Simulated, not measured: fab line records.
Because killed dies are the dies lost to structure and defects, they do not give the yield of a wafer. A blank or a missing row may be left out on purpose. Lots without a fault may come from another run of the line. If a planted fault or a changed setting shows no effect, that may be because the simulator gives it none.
Which tool did it? ; flow sky130 ; 10 lots with 30 wafers sampled at 6 steps, on a route of 708 steps

== WHAT THE GAUGES READ, wafer by wafer ==
SKY_VIA3_OVL_MEAS_13.
lot;measured;on;VIA3_OVL (nm)
L954;day 39 18:43;overlay-02;5 -6 -5
L955;day 40 02:47;overlay-01;1 2 10
L959;day 41 11:28;overlay-02;0 -7 -7
L961;day 41 22:17;overlay-01;-5 -4 -6
L962;day 42 17:56;overlay-02;-2 0 -1
L972;day 45 08:11;overlay-02;-2 0 -3
L973;day 45 10:27;overlay-01;-3 -8 -3
L974;day 45 13:30;overlay-01;0 -10 -2
L976;day 46 10:17;overlay-01;8 2 6
L977;day 46 17:42;overlay-01;-11 -8 -4

SKY_VIA3_RS_MEAS_22: a four-point-probe measurement.
lot;measured;on;VIA3_W_RS (ohm/sq)
L954;day 39 19:49;film metro-03;0.2935 0.2936 0.2922
L955;day 40 03:44;film metro-02;0.2915 0.2903 0.2925
L959;day 41 12:23;film metro-02;0.2979 0.2943 0.2970
L961;day 41 23:14;film metro-02;0.2934 0.2030 0.2022
L962;day 42 18:53;film metro-03;0.2021 0.2890 0.2900
L972;day 45 09:08;film metro-02;0.2988 0.2974 0.2919
L973;day 45 11:22;film metro-04;0.2929 0.2938 0.2939
L974;day 45 14:25;film metro-03;0.2996 0.2992 0.2961
L976;day 46 11:13;film metro-04;0.2946 0.2969 0.2941
L977;day 46 19:03;film metro-03;0.2913 0.2923 0.2925

SKY_VIA3_THK_MEAS_23: measures by xrf.
lot;measured;on;VIA3_W_THK (nm)
L954;day 39 19:54;film metro-03;389 384 386
L955;day 40 03:50;film metro-02;372 371 372
L959;day 41 12:30;film metro-02;370 376 371
L961;day 41 23:20;film metro-02;375 528 532
L962;day 42 18:59;film metro-03;557 391 390
L972;day 45 09:15;film metro-02;368 370 375
L973;day 45 11:29;film metro-04;380 379 381
L974;day 45 14:32;film metro-03;377 373 381
L976;day 46 11:19;film metro-04;372 369 372
L977;day 46 19:10;film metro-03;383 381 384

== TOOL THAT RAN EACH LOT (tool first, then ch and the chambers of the sampled wafers, then the start) ==
lot;SKY_METAL3_ETCH_17;SKY_VIA3_CMP_02;SKY_VIA3_CVD_21
L954;rie diel-03 ch 0,2,3, day 38 15:58;cmp-02 ch 0,1, day 38 17:04;cvd w-02 ch 1, day 39 19:38
L955;rie diel-03 ch 0,3, day 38 23:58;cmp-01 ch 0,1,3, day 39 01:08;cvd w-02 ch 0,1, day 40 03:36
L959;rie diel-01 ch 1,2,3, day 40 08:49;cmp-01 ch 0,1,3, day 40 09:52;cvd w-02 ch 0,1, day 41 12:15
L961;rie diel-03 ch 1,2,3, day 40 20:14;cmp-02 ch 1,2,3, day 40 21:23;cvd w-02 ch 0,1, day 41 23:07
L962;rie diel-03 ch 0,1,3, day 41 15:08;cmp-01 ch 0,1,2, day 41 16:14;cvd w-02 ch 0,1, day 42 18:46
L972;rie diel-01 ch 0,1,2, day 44 07:29;cmp-02 ch 0,3, day 44 08:54;cvd w-01 ch 0,1, day 45 09:01
L973;rie diel-04 ch 1,2,3, day 44 10:53;cmp-02 ch 1,3, day 44 12:01;cvd w-02 ch 0,1, day 45 11:14
L974;rie diel-03 ch 1,2,3, day 44 14:11;cmp-01 ch 1,2,3, day 44 15:38;cvd w-02 ch 0,1, day 45 14:18
L976;rie diel-03 ch 1,3, day 45 11:25;cmp-02 ch 1,2, day 45 12:31;cvd w-02 ch 0, day 46 11:04
L977;rie diel-01 ch 0,1,2, day 45 19:47;cmp-01 ch 0,1,3, day 45 20:49;cvd w-02 ch 0,1, day 46 18:56
- SKY_METAL3_ETCH_17: etches SiO2 in C4F8/O2/Ar, stops on TiN, time 3.9 s, target depth 15 nm.
- SKY_VIA3_CMP_02: polishes SiO2.
- SKY_VIA3_CVD_21: deposits W, target thk 390 nm, time 117.31 s.

== AS READ BY THE TOOLS THEMSELVES (means over the sampled wafers that have a number; for cases with no such wafer, the mark the record gives instead) ==
SKY_METAL3_ETCH_17.
lot;tool;oes product au (a.u.);rf fwd power W (W)
L954;rie diel-03;0.760;1476
L955;rie diel-03;0.760;1476
L959;rie diel-01;0.757;1461
L961;rie diel-03;0.750;1476
L962;rie diel-03;0.760;1480
L972;rie diel-01;0.760;1469
L973;rie diel-04;0.753;1473
L974;rie diel-03;0.743;1473
L976;rie diel-03;0.759;1477
L977;rie diel-01;0.756;1468

SKY_VIA3_CMP_02.
lot;tool;head pressure psi (psi);motor current A (A);retaining ring pressure frac
L954;cmp-02;3.996;11.4;0.998
L955;cmp-01;4.002;12.3;1.001
L959;cmp-01;4.004;11.7;0.998
L961;cmp-02;4.001;13.2;0.996
L962;cmp-01;4.006;11.2;1.000
L972;cmp-02;3.997;11.4;1.000
L973;cmp-02;3.999;11.9;0.997
L974;cmp-01;3.995;12.0;1.002
L976;cmp-02;4.005;12.9;1.001
L977;cmp-01;4.009;12.0;1.000

SKY_VIA3_CVD_21.
lot;tool;heater power w (W)
L954;cvd w-02;786
L955;cvd w-02;787
L959;cvd w-02;799
L961;cvd w-02;796
L962;cvd w-02;805
L972;cvd w-01;716
L973;cvd w-02;798
L974;cvd w-02;804
L976;cvd w-02;801
L977;cvd w-02;806

== THE ANSWER, worked out from the rows above alone ==
Rule: what is usual is taken from the lots themselves. Put in order of their means at a reading, lots are off if they are a third of the lots or fewer, leave a main group of 4 or more, and stand apart from it by a gap of 3 or more times the standard deviation of the main group's means; of several such gaps the widest counts. Not used: any main group whose means are identical at the precision the tables above print for the reading. Also off: a lot with no number at a reading for which 4 or more lots have one. Any other lot the step has rows for is counted as sound. First the gauges in route order, then the tools' own readings, where a lot's mean is used as printed above. At the first step where some lot is off, the reading lying furthest off is the one used; lots without a number count as furthest.
Off: L961, L962, seen at SKY_VIA3_RS_MEAS_22 (VIA3_W_RS). The main group: mean 0.2945 ohm/sq, standard deviation 0.0022.
A tool fits if, at a process step before that reading, it ran every lot that is off, and no sound lot after the first of them. Gauges at SKY_VIA3_RS_MEAS_22: tried the same way as those tools. Not one of the candidates tried fits.

== WHAT THE SIMULATOR HAD PUT IN ==
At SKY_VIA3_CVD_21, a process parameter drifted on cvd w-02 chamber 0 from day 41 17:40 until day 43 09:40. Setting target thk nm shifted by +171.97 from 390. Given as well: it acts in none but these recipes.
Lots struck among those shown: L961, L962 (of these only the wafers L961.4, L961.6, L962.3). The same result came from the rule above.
